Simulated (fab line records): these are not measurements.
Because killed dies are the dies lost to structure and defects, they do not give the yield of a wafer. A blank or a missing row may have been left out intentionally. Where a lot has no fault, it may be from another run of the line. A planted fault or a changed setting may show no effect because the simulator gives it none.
8D (eight disciplines) problem report, filled in by code    flow gf180mcu    the parts of the form that need people (team, actions taken, sign-off) are left out

## 1. WHAT WENT WRONG
At GF_M1_SPUTTER_04, chamber_pressure_pa averages 0.3745 Pa over 6 wafers from 2 lots, while fault-free wafers read 0.4002 Pa, standard deviation 0.001. That is -26 standard deviations from the usual mean.
The step: material TiN, target thk 50 nm, time 41.7 s.
First seen on wafer L278.1, day 22 01:14, on pvd_sputter-03. The record has a number at this step for 42 wafers belonging to 14 lots. By rule, "out" or "out of limits" means more than 4 standard deviations away from the usual mean. All remaining wafers that have a number are taken as sound.

## 2. WHAT IT IS; WHAT IT IS NOT
question                     is                      is not
which readings at this step  chamber_pressure_pa     -
which lots                   L278, L279              L262, L263, L265, L266, L267, L268, L269, L270, L271, L272, L273, L284
which wafers of those lots   all that have a number  -
read on which tools          pvd_sputter-03          pvd_sputter-02, pvd_sputter-04
when                         from day 22 01:14       up to then (33 sound wafers); but 3 sound wafers of L284 came after

## 3. SUSPECTS, AND WHAT RULES EACH OUT
Counting: any tool at a process step up to the reading is kept as a suspect provided that every lot that is out went through it and no sound lot did after the first of them.
- pvd_sputter-03 at GF_M1_SPUTTER_04 (material TiN, target thk 50 nm, time 41.7 s): kept. It ran every lot that is out, first L278 (day 22 01:14), and no sound lot after that; its last sound lot up to then is L273 (day 20 16:15). On those wafers its own readings are out: chamber_pressure_pa.
Left after counting: pvd_sputter-03 at GF_M1_SPUTTER_04.

## 4. THE CAUSE (what the simulator had put in)
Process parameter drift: pvd_sputter-03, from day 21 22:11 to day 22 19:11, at GF_M1_SPUTTER_04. The setting chamber_pressure_pa was moved by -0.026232, starting from 0.4. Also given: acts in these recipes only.
Counting left only this tool.

## 5. THE EFFECT CHAIN, in route order
Each row: a reading whose mean over the struck wafers that have a number lies more than 3 standard deviations from the usual. Readings are gone through only where the record gives a usual standard deviation; hours: the median, over the lots, of the time from a lot's start at the first step in this table giving one to that lot's start at this step; sigmas: the change measured in usual standard deviations.
hours  step              reading              usual      on struck wafers  change   sigmas
0      GF_M1_SPUTTER_04  chamber_pressure_pa  0.4002 Pa  0.3745            -0.0257  -26
Process steps it contains:
- GF_M1_SPUTTER_04: material TiN, target thk 50 nm, time 41.7 s.
Later measuring or inspecting steps at which every struck wafer that the step has a row for has a number for every such reading, and none has moved that far: GF_M1_THK_MEAS_06.

## 6. HOW IT WOULD HAVE BEEN CAUGHT EARLIER
The fault began at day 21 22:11; the first out-of-limits reading in this record came at day 22 01:14, 3 hours later.
